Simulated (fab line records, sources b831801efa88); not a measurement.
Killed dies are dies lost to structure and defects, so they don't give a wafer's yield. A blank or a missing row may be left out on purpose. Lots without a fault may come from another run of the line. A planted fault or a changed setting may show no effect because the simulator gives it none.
Which tool did it? | flow gf180mcu | 24 lots, 72 wafers sampled, at 6 steps of a route of 602

WHAT THE GAUGES READ, wafer by wafer
GF_VT_IMPLANT_OVL_MEAS_07. Usual: VT_IMPLANT_OVL 0.0 nm, standard deviation 1.5.
lot  | measured     | on         | VT_IMPLANT_OVL (nm) | flag
L074 | day 5 16:04  | overlay-02 | 0.1 -0.8 -1.0       |
L075 | day 5 21:47  | overlay-02 | 0.9 0.4 3.4         |
L076 | day 6 04:34  | overlay-01 | 0.5 0.1 1.1         |
L077 | day 6 09:23  | overlay-01 | 0.9 -0.5 1.0        |
L078 | day 6 16:16  | overlay-02 | -1.1 1.5 -0.8       |
L079 | day 6 22:01  | overlay-02 | 0.6 1.2 0.6         |
L080 | day 7 04:19  | overlay-02 | -2.0 -4.2 -1.7      |
L081 | day 7 12:46  | overlay-02 | -1.3 -0.2 -1.4      |
L082 | day 7 19:59  | overlay-01 | 0.3 1.4 0.3         |
L083 | day 8 02:10  | overlay-02 | -0.3 -1.9 -2.9      |
L084 | day 8 04:43  | overlay-02 | -0.5 -1.8 -0.1      |
L085 | day 8 08:56  | overlay-01 | 0.2 -2.0 0.1        |
L086 | day 8 18:29  | overlay-02 | -3.1 -1.3 0.0       |
L087 | day 8 22:37  | overlay-02 | -0.3 -0.1 0.7       |
L088 | day 9 03:50  | overlay-01 | 0.3 -0.2 -0.4       |
L089 | day 9 14:38  | overlay-01 | 1.7 1.6 1.9         |
L090 | day 9 20:34  | overlay-01 | 1.2 -1.0 -0.2       |
L091 | day 9 23:43  | overlay-02 | -2.1 -1.2 -0.6      |
L092 | day 10 05:40 | overlay-02 | 1.5 2.8 1.7         |
L093 | day 10 11:43 | overlay-02 | 0.3 -0.4 -0.5       |
L094 | day 10 19:19 | overlay-01 | -0.1 0.6 -1.0       |
L095 | day 11 01:58 | overlay-01 | 0.8 0.1 0.7         |
L096 | day 11 07:49 | overlay-02 | -1.6 -2.6 0.7       |
L097 | day 11 12:45 | overlay-02 | 3.0 1.5 3.2         |

GF_VT_IMPLANT_TW_MEAS_43. Usual: VT_IMPLANT_4_TW 689, standard deviation 3.4.
lot  | measured     | on            | VT_IMPLANT_4_TW | flag
L074 | day 7 13:08  | film_metro-03 | 692 688 690     |
L075 | day 7 20:36  | film_metro-03 | 693 690 686     |
L076 | day 8 04:09  | film_metro-03 | 688 687 687     |
L077 | day 8 09:31  | film_metro-04 | 690 687 686     |
L078 | day 8 15:48  | film_metro-04 | 691 690 697     |
L079 | day 8 22:34  | film_metro-04 | 691 693 690     |
L080 | day 9 05:25  | film_metro-03 | 686 688 691     |
L081 | day 9 14:33  | film_metro-04 | 689 689 689     |
L082 | day 9 22:05  | film_metro-04 | 685 689 690     |
L083 | day 10 05:21 | film_metro-04 | 687 687 685     |
L084 | day 10 08:10 | film_metro-03 | 691 694 690     |
L085 | day 10 12:53 | film_metro-04 | 685 686 686     |
L086 | day 10 23:29 | film_metro-04 | 694 689 691     |
L087 | day 11 03:10 | film_metro-01 | 690 687 688     |
L088 | day 11 10:04 | film_metro-01 | 691 693 692     |
L089 | day 11 21:05 | film_metro-03 | 692 686 687     |
L090 | day 12 04:54 | film_metro-04 | 692 690 692     |
L091 | day 12 07:49 | film_metro-04 | 690 689 691     |
L092 | day 12 14:22 | film_metro-04 | 690 691 692     |
L093 | day 12 19:02 | film_metro-04 | 692 690 691     |
L094 | day 13 04:20 | film_metro-01 | 682 680 678     |
L095 | day 13 10:52 | film_metro-03 | 685 684 687     |
L096 | day 13 19:33 | film_metro-01 | 681 682 684     |
L097 | day 14 00:28 | film_metro-03 | 691 690 692     |

GF_POLY_GATE_CD_MEAS_18. Usual: cd_nm 279.9 nm, standard deviation 1.6.
lot  | measured     | on        | cd_nm (nm)        | flag
L074 | day 9 11:08  | cd_sem-01 | 280.1 280.8 280.2 |
L075 | day 9 15:23  | cd_sem-02 | 280.4 282.5 280.6 |
L076 | day 10 00:05 | cd_sem-02 | 280.9 277.0 279.0 |
L077 | day 10 03:50 | cd_sem-02 | 278.4 280.4 279.6 |
L078 | day 10 11:51 | cd_sem-01 | 283.6 281.2 281.4 |
L079 | day 10 18:53 | cd_sem-01 | 278.7 278.6 278.8 |
L080 | day 11 00:52 | cd_sem-01 | 280.1 279.3 279.6 |
L081 | day 11 10:51 | cd_sem-02 | 279.2 280.2 282.1 |
L082 | day 11 20:23 | cd_sem-01 | 280.5 280.3 280.3 |
L083 | day 12 02:00 | cd_sem-01 | 279.8 276.7 279.5 |
L084 | day 12 04:42 | cd_sem-01 | 277.9 277.8 280.0 |
L085 | day 12 13:41 | cd_sem-01 | 278.4 278.6 278.8 |
L086 | day 12 23:17 | cd_sem-01 | 280.4 281.1 279.1 |
L087 | day 13 00:38 | cd_sem-02 | 281.8 280.0 279.7 |
L088 | day 13 14:39 | cd_sem-01 | 278.1 277.1 278.5 |
L089 | day 13 20:39 | cd_sem-01 | 277.4 278.3 277.1 |
L090 | day 14 08:41 | cd_sem-02 | 282.5 281.5 283.2 |
L091 | day 14 08:42 | cd_sem-01 | 280.1 279.0 282.3 |
L092 | day 14 15:57 | cd_sem-01 | 282.8 281.5 282.2 |
L093 | day 14 21:27 | cd_sem-01 | 278.4 281.8 280.2 |
L094 | day 15 07:08 | cd_sem-02 | 276.9 279.0 277.1 |
L095 | day 15 13:22 | cd_sem-01 | 281.2 280.4 280.2 |
L096 | day 15 21:07 | cd_sem-02 | 278.2 278.8 279.3 |
L097 | day 16 02:42 | cd_sem-01 | 280.8 280.5 280.2 |

WHICH TOOL RAN EACH LOT (tool, then ch and the chambers of the sampled wafers, then the start)
lot  | GF_STI_STRIP_15                     | GF_STI_CMP_25                | GF_VT_IMPLANT_SOFTBAKE_25
L074 | plasma_asher-04 ch 0,1, day 2 02:56 | cmp-02 ch 1,2, day 2 05:09   | litho_track-03 ch 0, day 6 14:11
L075 | plasma_asher-04 ch 0,1, day 2 06:14 | cmp-02 ch 0,2,3, day 2 09:19 | litho_track-04 ch 0, day 6 20:13
L076 | plasma_asher-01 ch 0,1, day 2 11:24 | cmp-01 ch 0,2, day 2 15:20   | litho_track-04 ch 0, day 7 03:52
L077 | plasma_asher-01 ch 1, day 2 17:41   | cmp-02 ch 0,2,3, day 2 20:19 | litho_track-01 ch 0, day 7 09:40
L078 | plasma_asher-01 ch 0,1, day 3 00:08 | cmp-01 ch 0,1,3, day 3 01:55 | litho_track-01 ch 0, day 7 15:53
L079 | plasma_asher-03 ch 1, day 3 04:24   | cmp-01 ch 0,3, day 3 06:14   | litho_track-01 ch 0, day 7 21:31
L080 | plasma_asher-01 ch 0,1, day 3 09:02 | cmp-02 ch 0,3, day 3 10:52   | litho_track-04 ch 0, day 8 04:20
L081 | plasma_asher-01 ch 0, day 3 15:15   | cmp-01 ch 0,2,3, day 3 17:08 | litho_track-01 ch 0, day 8 12:29
L082 | plasma_asher-04 ch 0,1, day 3 18:08 | cmp-02 ch 1,2,3, day 3 23:24 | litho_track-01 ch 0, day 8 20:13
L083 | plasma_asher-03 ch 0,1, day 3 23:57 | cmp-01 ch 0,1,2, day 4 03:00 | litho_track-04 ch 0, day 9 02:47
L084 | plasma_asher-04 ch 0,1, day 4 05:58 | cmp-02 ch 0,1,3, day 4 07:53 | litho_track-03 ch 0, day 9 05:54
L085 | plasma_asher-03 ch 0,1, day 4 09:18 | cmp-01 ch 0,1,3, day 4 11:05 | litho_track-04 ch 0, day 9 10:52
L086 | plasma_asher-01 ch 0,1, day 4 16:09 | cmp-01 ch 0,2,3, day 4 17:57 | litho_track-01 ch 0, day 9 20:16
L087 | plasma_asher-03 ch 0, day 4 20:32   | cmp-02 ch 1,2,3, day 4 22:19 | litho_track-01 ch 0, day 9 23:46
L088 | plasma_asher-04 ch 0,1, day 5 01:37 | cmp-01 ch 0,1, day 5 03:23   | litho_track-01 ch 0, day 10 06:02
L089 | plasma_asher-04 ch 0,1, day 5 07:08 | cmp-01 ch 0,3, day 5 09:23   | litho_track-01 ch 0, day 10 17:10
L090 | plasma_asher-03 ch 0, day 5 11:35   | cmp-02 ch 0,2, day 5 16:22   | litho_track-03 ch 0, day 11 00:21
L091 | plasma_asher-03 ch 0,1, day 5 16:46 | cmp-02 ch 1,2,3, day 5 19:46 | litho_track-04 ch 0, day 11 02:46
L092 | plasma_asher-04 ch 0,1, day 5 22:13 | cmp-01 ch 0,1,3, day 6 01:07 | litho_track-01 ch 0, day 11 09:36
L093 | plasma_asher-03 ch 0,1, day 6 04:36 | cmp-01 ch 0,1, day 6 06:26   | litho_track-01 ch 0, day 11 14:09
L094 | plasma_asher-04 ch 0,1, day 6 10:57 | cmp-02 ch 1,2,3, day 6 13:19 | litho_track-04 ch 0, day 11 23:16
L095 | plasma_asher-03 ch 0,1, day 6 15:54 | cmp-02 ch 1,2,3, day 6 17:42 | litho_track-04 ch 0, day 12 05:52
L096 | plasma_asher-03 ch 0,1, day 6 19:57 | cmp-02 ch 1,2,3, day 6 22:49 | litho_track-03 ch 0, day 12 12:42
L097 | plasma_asher-01 ch 0,1, day 7 01:38 | cmp-02 ch 0,1,2, day 7 03:53 | litho_track-03 ch 0, day 12 17:49
- GF_STI_STRIP_15: strips in O2/N2.
- GF_STI_CMP_25: polishes, stops on Si3N4, t overpolish 33 s, target thk 524.6 nm.
- GF_VT_IMPLANT_SOFTBAKE_25: time 61.75 s.

WHAT THE TOOLS THEMSELVES READ (means of the sampled wafers that have a number; where no wafer has one, the mark that the record gives instead)
GF_STI_STRIP_15. Usual: drypump_motor_current_A 5.36 A, standard deviation 0.28; heater_power_w 347 W, standard deviation 46; oes_product_au 0.384 a.u., standard deviation 0.0046; strip_time_to_endpoint_s 3.73 s, standard deviation 0.034.
lot  | tool            | drypump_motor_current_A (A) | heater_power_w (W) | oes_product_au (a.u.) | strip_time_to_endpoint_s (s) | flag
L074 | plasma_asher-04 | 5.34                        | 327                | 0.384                 | 3.76                         |
L075 | plasma_asher-04 | 5.35                        | 336                | 0.381                 | 3.71                         |
L076 | plasma_asher-01 | 5.29                        | 347                | 0.389                 | 3.74                         |
L077 | plasma_asher-01 | 5.12                        | 355                | 0.387                 | 3.73                         |
L078 | plasma_asher-01 | 5.26                        | 351                | 0.389                 | 3.76                         |
L079 | plasma_asher-03 | 5.64                        | 288                | 0.379                 | 3.72                         |
L080 | plasma_asher-01 | 5.33                        | 352                | 0.385                 | 3.77                         |
L081 | plasma_asher-01 | 5.37                        | 350                | 0.382                 | 3.71                         |
L082 | plasma_asher-04 | 5.09                        | 328                | 0.387                 | 3.75                         |
L083 | plasma_asher-03 | 5.52                        | 380                | 0.388                 | 3.76                         |
L084 | plasma_asher-04 | 5.33                        | 337                | 0.382                 | 3.71                         |
L085 | plasma_asher-03 | 5.52                        | 378                | 0.383                 | 3.72                         |
L086 | plasma_asher-01 | 5.26                        | 354                | 0.382                 | 3.71                         |
L087 | plasma_asher-03 | 5.44                        | 426                | 0.382                 | 3.72                         |
L088 | plasma_asher-04 | 5.36                        | 337                | 0.382                 | 3.73                         |
L089 | plasma_asher-04 | 5.09                        | 331                | 0.383                 | 3.72                         |
L090 | plasma_asher-03 | 5.47                        | 431                | 0.384                 | 3.71                         |
L091 | plasma_asher-03 | 5.57                        | 334                | 0.387                 | 3.77                         |
L092 | plasma_asher-04 | 5.08                        | 337                | 0.379                 | 3.72                         |
L093 | plasma_asher-03 | 5.51                        | 378                | 0.384                 | 3.74                         |
L094 | plasma_asher-04 | 5.09                        | 332                | 0.382                 | 3.71                         |
L095 | plasma_asher-03 | 5.51                        | 374                | 0.383                 | 3.73                         |
L096 | plasma_asher-03 | 5.56                        | 335                | 0.387                 | 3.79                         |
L097 | plasma_asher-01 | 5.30                        | 340                | 0.388                 | 3.74                         |

GF_STI_CMP_25. Usual: motor_current_A 12.3 A, standard deviation 1.2; overpolish_run_s 33.001 s, standard deviation 0.0095; time_to_endpoint_s 125 s, standard deviation 5.2.
lot  | tool   | motor_current_A (A) | overpolish_run_s (s) | time_to_endpoint_s (s) | flag
L074 | cmp-02 | 12.6                | 33.000               | 118                    |
L075 | cmp-02 | 10.9                | 32.996               | 121                    |
L076 | cmp-01 | 13.1                | 32.996               | 129                    |
L077 | cmp-02 | 11.4                | 33.007               | 126                    |
L078 | cmp-01 | 13.4                | 33.003               | 127                    |
L079 | cmp-01 | 13.1                | 33.001               | 127                    |
L080 | cmp-02 | 10.8                | 33.002               | 130                    |
L081 | cmp-01 | 12.7                | 32.999               | 132                    |
L082 | cmp-02 | 11.6                | 32.992               | 127                    |
L083 | cmp-01 | 13.8                | 33.012               | 123                    |
L084 | cmp-02 | 11.1                | 32.993               | 120                    |
L085 | cmp-01 | 13.6                | 32.995               | 117                    |
L086 | cmp-01 | 13.5                | 33.003               | 119                    |
L087 | cmp-02 | 11.2                | 33.004               | 124                    |
L088 | cmp-01 | 13.7                | 33.003               | 121                    |
L089 | cmp-01 | 12.7                | 32.996               | 118                    |
L090 | cmp-02 | 11.3                | 33.001               | 129                    |
L091 | cmp-02 | 12.1                | 32.998               | 131                    |
L092 | cmp-01 | 13.3                | 33.004               | 121                    |
L093 | cmp-01 | 13.5                | 33.004               | 122                    |
L094 | cmp-02 | 12.0                | 33.012               | 129                    |
L095 | cmp-02 | 11.8                | 32.991               | 129                    |
L096 | cmp-02 | 12.1                | 33.000               | 127                    |
L097 | cmp-02 | 12.1                | 33.002               | 127                    |

GF_VT_IMPLANT_SOFTBAKE_25. Usual: chill_plate_temp_C 23.00 C, standard deviation 0.095; plate_sensor_t_centre_C 90.755 C, standard deviation 0.011; plate_sensor_t_edge_C 90.829 C, standard deviation 0.011; resist_line_temp_C 22.97 C, standard deviation 0.1.
lot  | tool           | chill_plate_temp_C (C) | plate_sensor_t_centre_C (C) | plate_sensor_t_edge_C (C) | resist_line_temp_C (C) | flag
L074 | litho_track-03 | 22.97                  | 90.750                      | 90.823                    | 23.04                  |
L075 | litho_track-04 | 23.20                  | 90.739                      | 90.833                    | 22.90                  |
L076 | litho_track-04 | 23.02                  | 90.752                      | 90.820                    | 22.97                  |
L077 | litho_track-01 | 23.17                  | 90.757                      | 90.821                    | 23.02                  |
L078 | litho_track-01 | 22.94                  | 90.750                      | 90.831                    | 22.92                  |
L079 | litho_track-01 | 22.91                  | 90.751                      | 90.831                    | 22.95                  |
L080 | litho_track-04 | 22.95                  | 90.754                      | 90.824                    | 22.91                  |
L081 | litho_track-01 | 22.92                  | 90.754                      | 90.825                    | 22.90                  |
L082 | litho_track-01 | 22.97                  | 90.768                      | 90.821                    | 22.74                  |
L083 | litho_track-04 | 22.90                  | 90.761                      | 90.840                    | 22.94                  |
L084 | litho_track-03 | 22.99                  | 90.755                      | 90.824                    | 23.03                  |
L085 | litho_track-04 | 22.99                  | 90.759                      | 90.828                    | 23.01                  |
L086 | litho_track-01 | 22.96                  | 90.760                      | 90.834                    | 23.00                  |
L087 | litho_track-01 | 23.01                  | 90.753                      | 90.824                    | 22.97                  |
L088 | litho_track-01 | 23.05                  | 90.759                      | 90.830                    | 23.03                  |
L089 | litho_track-01 | 23.04                  | 90.752                      | 90.824                    | 22.95                  |
L090 | litho_track-03 | 23.12                  | 90.743                      | 90.826                    | 23.01                  |
L091 | litho_track-04 | 23.07                  | 90.756                      | 90.823                    | 22.94                  |
L092 | litho_track-01 | 22.84                  | 90.767                      | 90.832                    | 22.99                  |
L093 | litho_track-01 | 23.05                  | 90.761                      | 90.827                    | 23.02                  |
L094 | litho_track-04 | 23.00                  | 90.757                      | 90.840                    | 22.98                  |
L095 | litho_track-04 | 23.03                  | 90.761                      | 90.833                    | 22.79                  |
L096 | litho_track-03 | 22.93                  | 90.747                      | 90.828                    | 22.92                  |
L097 | litho_track-03 | 22.93                  | 90.751                      | 90.823                    | 22.99                  |

THE ANSWER, worked out from the rows above alone
Rule: a lot is off if the mean of its wafers that have a number lies more than 3 standard deviations from the usual mean. A lot without any number at a reading at which 4 lots or more have one is off too. The other lots that the step has rows for count as sound. The gauges are gone through in route order, then the tools' own readings, and for those a lot's mean is taken as printed above. The first step at which some lot is off is used, and at that step the reading that is off furthest; a lot without a number counts as furthest.
No lot is off at any reading shown: from this, nothing can be told.

WHAT THE SIMULATOR HAD PUT IN
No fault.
